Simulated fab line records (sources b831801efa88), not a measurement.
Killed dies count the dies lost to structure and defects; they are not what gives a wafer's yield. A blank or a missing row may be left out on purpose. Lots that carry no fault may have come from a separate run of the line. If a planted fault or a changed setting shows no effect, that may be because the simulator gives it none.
fab line records + flow sky130 + part 2 of 2: steps 27 to 36 of 36
record:
- lots: 5
- wafers: 15
- last_day: 50
route steps=708 shown METAL2@497 VIA2@507 METAL3@532
lots untouched by any fault: they come from a run of this same line in which no faults occurred
start_h: the number of hours between the record's first day and the start of the first shown wafer of the lot + wait_h: how many hours have passed since the lot's step before this one + " unchanged from the row above + L1.1+2: a single row standing in for several wafers + - no value, or no start was given + * or withheld: withheld + < > ~ a bound
route shown NAME@n: a module of which the file shows steps, and the number in the route of the first + usual: mean and standard deviation over wafers with no fault + same: alike in all rows + chamber/n: place in a boat + sites: per-site readings + _std_site: how widely they spread, as a standard deviation + _edge_site: outer sites' mean less inner sites' + radius_mm: for every site, how far away it sits from the centre of the wafer + mask NAME#n: copy n + behind: tool/chamber where the wafer was last shaped + hold: why the lot was held/for how many hours/how that ended + device: which transistor (n, p or np) failed to switch + end of line: the tests these same wafers got at the end of their route + a step with no rows: only its recipe + killed: dies that structure and defects cost at the first sort, which is not the same as the wafer's yield + map: a wafer's dies, marking killed ones x, the rest . and places with no die _
set.NAME: the run value of the setting; set.NAME@STEP: its run value at that earlier step + model.NAME: the simulator's own value behind a step, which no gauge read
certain route steps with their lots: each step a table, each wafer a row
services: the hour from which a tool's chamber was out of use, counted from the record's first day as start_h (under 0 if before that day), plus the number of hours and why
== steps ==
step: SKY_VIA2_STRIP_16
recipe:
- chemistry: O2/N2
- power_w: 1400
- pressure_mtorr: 1500
- platen_temp_c: withheld
- o2_flow_sccm: 3000
- n2_flow_sccm: 300
- overash_fraction: 0.5
usual:
- drypump_motor_current_A: 5.7/0.37
- oes_product_au: 0.399/0.005
- strip_time_to_endpoint_s: 4.054/0.022
same:
- overash_fraction: 0.5
| lot.wafer | tool            | chamber | start_h | wait_h | drypump_motor_current_A | oes_product_au | rf_hours_counter_h | strip_time_to_endpoint_s |
|-----------|-----------------|---------|---------|--------|-------------------------|----------------|--------------------|--------------------------|
| L075.1    | plasma_asher-02 | 1       | 880.43  | 0.0    | 5.1                     | 0.400          | 100                | 4.048                    |
| L075.3    | "               | 1       | "       | "      | 5.1                     | 0.395          | -                  | 4.025                    |
| L075.6    | "               | 1       | "       | "      | 5.1                     | 0.390          | -                  | 4.044                    |
| L083.1    | plasma_asher-04 | 0       | 924.81  | 0.0    | 5.9                     | 0.401          | 83                 | 4.056                    |
| L083.5    | "               | 0       | "       | "      | 5.9                     | 0.403          | -                  | 4.052                    |
| L083.6    | "               | 1       | "       | "      | 6.4                     | 0.394          | -                  | 4.024                    |
| L088.1    | plasma_asher-03 | 1       | 959.36  | 0.0    | 5.7                     | 0.394          | 52                 | 4.066                    |
| L088.4    | "               | 1       | "       | "      | 5.6                     | 0.396          | -                  | 4.080                    |
| L088.5    | "               | 1       | "       | "      | 5.7                     | 0.403          | -                  | 4.066                    |
| L093.1    | plasma_asher-04 | 0       | 990.03  | 0.0    | 6.0                     | 0.405          | 90                 | 4.060                    |
| L093.3    | "               | 1       | "       | "      | 6.4                     | 0.399          | -                  | 4.073                    |
| L093.4    | "               | 0       | "       | "      | 6.0                     | 0.403          | -                  | 4.044                    |
| L097.1    | plasma_asher-02 | 1       | 1010.61 | 0.0    | 5.1                     | 0.397          | 110                | 4.086                    |
| L097.3    | "               | 1       | "       | "      | 5.1                     | 0.400          | -                  | 4.092                    |
| L097.4    | "               | 0       | "       | "      | 5.6                     | 0.403          | -                  | 4.079                    |
step: SKY_VIA2_STRIP_17
recipe:
- chemistry: post_etch_residue_remover
- time_s: 1200
- temp_c: 72.5
usual:
- temp_c: 72.49/0.12
| lot.wafer | tool         | chamber | start_h | wait_h | temp_c |
|-----------|--------------|---------|---------|--------|--------|
| L075.1    | wet_bench-04 | 3       | 880.53  | 0.1    | 72.46  |
| L075.3    | "            | 3       | "       | "      | 72.45  |
| L075.6    | "            | 3       | "       | "      | 72.40  |
| L083.1    | wet_bench-03 | 2       | 924.91  | 0.1    | 72.61  |
| L083.5    | "            | 2       | "       | "      | 72.69  |
| L083.6    | "            | 2       | "       | "      | 72.65  |
| L088.1    | wet_bench-04 | 2       | 959.46  | 0.1    | 72.53  |
| L088.4    | "            | 2       | "       | "      | 72.66  |
| L088.5    | "            | 2       | "       | "      | 72.42  |
| L093.1    | wet_bench-03 | 0       | 990.13  | 0.1    | 72.39  |
| L093.3    | "            | 0       | "       | "      | 72.48  |
| L093.4    | "            | 0       | "       | "      | 72.54  |
| L097.1    | wet_bench-03 | 2       | 1010.71 | 0.1    | 72.53  |
| L097.3    | "            | 2       | "       | "      | 72.40  |
| L097.4    | "            | 2       | "       | "      | 72.42  |
step: SKY_VIA2_CLEAN_18
recipe:
- chemistry: IPA
- time_s: 180
- temp_c: 25
usual:
- temp_c: 24.99/0.1
| lot.wafer | tool         | chamber | start_h | wait_h | temp_c |
|-----------|--------------|---------|---------|--------|--------|
| L075.1    | wet_bench-03 | 1       | 880.87  | 0.0    | 25.04  |
| L075.3    | "            | 1       | "       | "      | 24.97  |
| L075.6    | "            | 1       | "       | "      | 24.98  |
| L083.1    | wet_bench-04 | 1       | 925.25  | 0.0    | 25.15  |
| L083.5    | "            | 1       | "       | "      | 25.10  |
| L083.6    | "            | 1       | "       | "      | 24.94  |
| L088.1    | wet_bench-02 | 1       | 960.15  | 0.0    | 24.84  |
| L088.4    | "            | 1       | "       | "      | 25.09  |
| L088.5    | "            | 1       | "       | "      | 25.17  |
| L093.1    | wet_bench-04 | 2       | 990.47  | 0.0    | 25.02  |
| L093.3    | "            | 2       | "       | "      | 25.10  |
| L093.4    | "            | 2       | "       | "      | 24.91  |
| L097.1    | wet_bench-04 | 0       | 1011.05 | 0.0    | 25.03  |
| L097.3    | "            | 0       | "       | "      | 25.06  |
| L097.4    | "            | 0       | "       | "      | 25.07  |
step: SKY_VIA2_CLEAN_19
recipe:
- chemistry: O3/DIW
- dry: n2_spin
| lot.wafer  | tool         | chamber | start_h | wait_h |
|------------|--------------|---------|---------|--------|
| L075.1+3+6 | wet_bench-02 | 3       | 880.93  | 0.0    |
| L083.1+5+6 | wet_bench-02 | 2       | 925.31  | 0.0    |
| L088.1+4+5 | wet_bench-04 | 3       | 960.21  | 0.0    |
| L093.1+3+4 | wet_bench-03 | 1       | 990.53  | 0.0    |
| L097.1+3+4 | wet_bench-03 | 0       | 1011.11 | 0.0    |
step: SKY_VIA2_SPUTTER_20
recipe:
- material: TiN
- target_thk_nm: 20
- chamber_pressure_pa: 5
- power_w: 4000
- time_s: 80
usual:
- throttle_valve_pct: 30.5/1
| lot.wafer | tool           | chamber | start_h | wait_h | throttle_valve_pct |
|-----------|----------------|---------|---------|--------|--------------------|
| L075.1    | pvd_sputter-03 | -       | 881.03  | 0.0    | 30.2               |
| L075.3    | "              | -       | "       | "      | 29.7               |
| L075.6    | "              | -       | "       | "      | 29.7               |
| L083.1    | pvd_sputter-02 | -       | 925.41  | 0.0    | 29.8               |
| L083.5    | "              | -       | "       | "      | 31.8               |
| L083.6    | "              | -       | "       | "      | 30.1               |
| L088.1    | pvd_sputter-03 | -       | 960.47  | 0.1    | 32.4               |
| L088.4    | "              | -       | "       | "      | 30.1               |
| L088.5    | "              | -       | "       | "      | 32.2               |
| L093.1    | pvd_sputter-04 | -       | 990.62  | 0.0    | 29.6               |
| L093.3    | "              | -       | "       | "      | 30.1               |
| L093.4    | "              | -       | "       | "      | 29.8               |
| L097.1    | pvd_sputter-02 | -       | 1011.20 | 0.0    | 31.7               |
| L097.3    | "              | -       | "       | "      | 29.8               |
| L097.4    | "              | -       | "       | "      | 31.8               |
step: SKY_VIA2_CVD_21
recipe:
- material: W
- target_thk_nm: 420
- time_s: 126.4
- temp_c: 400
- pressure_torr: 40
usual:
- heater_power_w: 822/40
- susceptor_temp_C: 399.99/0.24
| lot.wafer | tool     | chamber | start_h | wait_h | heater_power_w | susceptor_temp_C |
|-----------|----------|---------|---------|--------|----------------|------------------|
| L075.1    | cvd_w-01 | 1       | 881.09  | 0.0    | 791            | 399.95           |
| L075.3    | "        | 1       | "       | "      | 784            | 400.07           |
| L075.6    | "        | 1       | "       | "      | 794            | 399.83           |
| L083.1    | cvd_w-02 | 1       | 925.47  | 0.0    | 782            | 399.95           |
| L083.5    | "        | 1       | "       | "      | 795            | 400.11           |
| L083.6    | "        | 0       | "       | "      | 840            | 399.82           |
| L088.1    | cvd_w-01 | 0       | 960.53  | 0.0    | 869            | 399.96           |
| L088.4    | "        | 0       | "       | "      | 896            | 399.81           |
| L088.5    | "        | 0       | "       | "      | 896            | 399.75           |
| L093.1    | cvd_w-02 | 1       | 990.68  | 0.0    | 789            | 399.93           |
| L093.3    | "        | 0       | "       | "      | 810            | 400.27           |
| L093.4    | "        | 1       | "       | "      | 806            | 399.57           |
| L097.1    | cvd_w-02 | 1       | 1011.27 | 0.0    | 791            | 399.71           |
| L097.3    | "        | 0       | "       | "      | 827            | 400.17           |
| L097.4    | "        | 1       | "       | "      | 798            | 400.03           |
step: SKY_VIA2_RS_MEAS_22
recipe:
- thk_meas_gauge: four-point-probe
- reads: W_of_VIA2_CVD_21+TiN_of_VIA2_SPUTTER_20
usual:
- VIA2_W_RS: 0.273/0.0049
| lot.wafer | tool          | chamber | start_h | wait_h | VIA2_W_RS[ohm/sq] |
|-----------|---------------|---------|---------|--------|-------------------|
| L075.1    | film_metro-02 | -       | 881.22  | 0.1    | 0.278             |
| L075.3    | "             | -       | "       | "      | 0.278             |
| L075.6    | "             | -       | "       | "      | 0.276             |
| L083.1    | film_metro-02 | -       | 925.60  | 0.1    | 0.267             |
| L083.5    | "             | -       | "       | "      | 0.268             |
| L083.6    | "             | -       | "       | "      | 0.278             |
| L088.1    | film_metro-04 | -       | 960.71  | 0.1    | 0.271             |
| L088.4    | "             | -       | "       | "      | 0.272             |
| L088.5    | "             | -       | "       | "      | 0.269             |
| L093.1    | film_metro-03 | -       | 990.82  | 0.1    | 0.265             |
| L093.3    | "             | -       | "       | "      | 0.279             |
| L093.4    | "             | -       | "       | "      | 0.267             |
| L097.1    | film_metro-04 | -       | 1011.40 | 0.1    | 0.265             |
| L097.3    | "             | -       | "       | "      | 0.273             |
| L097.4    | "             | -       | "       | "      | 0.262             |
step: SKY_VIA2_THK_MEAS_23
recipe:
- thk_meas_gauge: xrf
- reads: W_of_VIA2_CVD_21
usual:
- VIA2_W_THK: 429/8.5
| lot.wafer | tool          | chamber | start_h | wait_h | VIA2_W_THK[nm] |
|-----------|---------------|---------|---------|--------|----------------|
| L075.1    | film_metro-02 | -       | 881.34  | 0.1    | 419            |
| L075.3    | "             | -       | "       | "      | 416            |
| L075.6    | "             | -       | "       | "      | 419            |
| L083.1    | film_metro-02 | -       | 925.72  | 0.1    | 440            |
| L083.5    | "             | -       | "       | "      | 444            |
| L083.6    | "             | -       | "       | "      | 425            |
| L088.1    | film_metro-04 | -       | 960.83  | 0.1    | 432            |
| L088.4    | "             | -       | "       | "      | 431            |
| L088.5    | "             | -       | "       | "      | 435            |
| L093.1    | film_metro-03 | -       | 990.94  | 0.1    | 442            |
| L093.3    | "             | -       | "       | "      | 422            |
| L093.4    | "             | -       | "       | "      | 443            |
| L097.1    | film_metro-04 | -       | 1011.52 | 0.1    | 439            |
| L097.3    | "             | -       | "       | "      | 427            |
| L097.4    | "             | -       | "       | "      | 448            |
step: SKY_VIA2_CMP_24
recipe:
- stop_on: SiO2
- t_overpolish_s: 20
- down_force_psi: 3.5
- platen_rpm: 60
- target_thk_nm: 0
- pad_velocity_m_s: 0.94248
usual:
- motor_current_A: 11.0/0.8
- overpolish_run_s: 20.000/0.0084
- slurry_filter_dp_kPa: 13.49/0.14
- time_to_endpoint_s: 103/4.6
| lot.wafer | tool   | chamber | start_h | wait_h | motor_current_A | overpolish_run_s | slurry_filter_dp_kPa | time_to_endpoint_s |
|-----------|--------|---------|---------|--------|-----------------|------------------|----------------------|--------------------|
| L075.3    | cmp-01 | 1       | 881.40  | 0.0    | 11.8            | 20.009           | 13.12                | 102                |
| L075.1    | "      | 0       | "       | "      | 11.4            | 19.999           | 13.52                | 98                 |
| L075.6    | "      | 1       | "       | "      | 11.3            | 19.990           | 13.72                | 103                |
| L083.1    | cmp-01 | 1       | 925.78  | 0.1    | 11.0            | 19.992           | 13.51                | 99                 |
| L083.5    | "      | 1       | "       | "      | 11.1            | 19.998           | 13.37                | 95                 |
| L083.6    | "      | 2       | "       | "      | 10.7            | 20.000           | 13.66                | 92                 |
| L088.4    | cmp-02 | 1       | 961.13  | 0.3    | 13.0            | 20.011           | 13.21                | 111                |
| L088.1    | "      | 2       | "       | "      | 10.4            | 20.006           | 13.35                | 110                |
| L088.5    | "      | 2       | "       | "      | 11.1            | 19.996           | 13.72                | 112                |
| L093.3    | cmp-02 | 1       | 991.00  | 0.0    | 11.8            | 19.997           | 13.46                | 107                |
| L093.1    | "      | 2       | "       | "      | 10.8            | 19.995           | 13.33                | 111                |
| L093.4    | "      | 3       | "       | "      | 10.0            | 20.001           | 13.22                | 105                |
| L097.4    | cmp-01 | 2       | 1011.58 | 0.0    | 11.4            | 20.001           | 13.55                | 101                |
| L097.3    | "      | 0       | "       | "      | 11.2            | 19.994           | 13.58                | 94                 |
| L097.1    | "      | 1       | "       | "      | 10.7            | 20.005           | 13.50                | 101                |
step: SKY_METAL3_SPUTTER_00
recipe:
- material: Ti
- target_thk_nm: 15
- power_w: 3000
- time_s: 10
- chamber_pressure_pa: 0.4
usual:
- throttle_valve_pct: 30.0/0.86
| lot.wafer | tool           | chamber | start_h | wait_h | throttle_valve_pct |
|-----------|----------------|---------|---------|--------|--------------------|
| L075.1    | pvd_sputter-04 | -       | 881.70  | 0.1    | 29.5               |
| L075.3    | "              | -       | "       | "      | 29.7               |
| L075.6    | "              | -       | "       | "      | 30.0               |
| L083.1    | pvd_sputter-04 | -       | 926.08  | 0.2    | 30.4               |
| L083.5    | "              | -       | "       | "      | 29.9               |
| L083.6    | "              | -       | "       | "      | 30.7               |
| L088.1    | pvd_sputter-01 | -       | 961.43  | 0.2    | 30.4               |
| L088.4    | "              | -       | "       | "      | 31.2               |
| L088.5    | "              | -       | "       | "      | 30.6               |
| L093.1    | pvd_sputter-02 | -       | 991.30  | 0.2    | 30.2               |
| L093.3    | "              | -       | "       | "      | 30.2               |
| L093.4    | "              | -       | "       | "      | 28.5               |
| L097.1    | pvd_sputter-01 | -       | 1011.88 | 0.1    | 30.6               |
| L097.3    | "              | -       | "       | "      | 28.6               |
| L097.4    | "              | -       | "       | "      | 29.7               |
== services ==
| tool            | chamber | start_h | hours | kind   |
|-----------------|---------|---------|-------|--------|
| krf_scanner-02  | -       | 837.15  | 17.0  | repair |
| cvd_w-02        | -       | 846.81  | 1.0   | repair |
| cmp-01          | -       | 851.24  | 1.2   | repair |
| hdpcvd-01       | -       | 860.95  | 0.9   | repair |
| rie_metal-01    | -       | 863.29  | 14.6  | pm     |
| rie_diel-01     | 3       | 864.77  | 4.8   | repair |
| cvd_w-02        | -       | 866.91  | 0.7   | repair |
| rie_metal-02    | -       | 868.90  | 0.4   | repair |
| wet_bench-03    | -       | 889.59  | 5.2   | repair |
| rie_diel-02     | -       | 901.98  | 0.7   | repair |
| cmp-01          | -       | 912.36  | 4.0   | pm     |
| cmp-02          | -       | 946.30  | 0.3   | repair |
| cmp-02          | -       | 947.02  | 0.9   | repair |
| rie_diel-02     | 1       | 951.30  | 4.8   | repair |
| rie_diel-02     | 2       | 955.61  | 1.7   | repair |
| rie_diel-02     | 3       | 955.70  | 7.2   | repair |
| plasma_asher-04 | -       | 958.88  | 4.0   | repair |
| rie_diel-01     | 1       | 971.64  | 3.6   | repair |
| cmp-02          | -       | 979.99  | 2.6   | repair |
| rie_diel-02     | 2       | 983.58  | 13.8  | repair |
| cmp-01          | -       | 993.00  | 3.7   | pm     |
| cmp-02          | -       | 996.71  | 9.6   | pm     |
| rie_diel-01     | -       | 1011.53 | 14.6  | pm     |
| cmp-02          | -       | 1011.79 | 2.3   | repair |
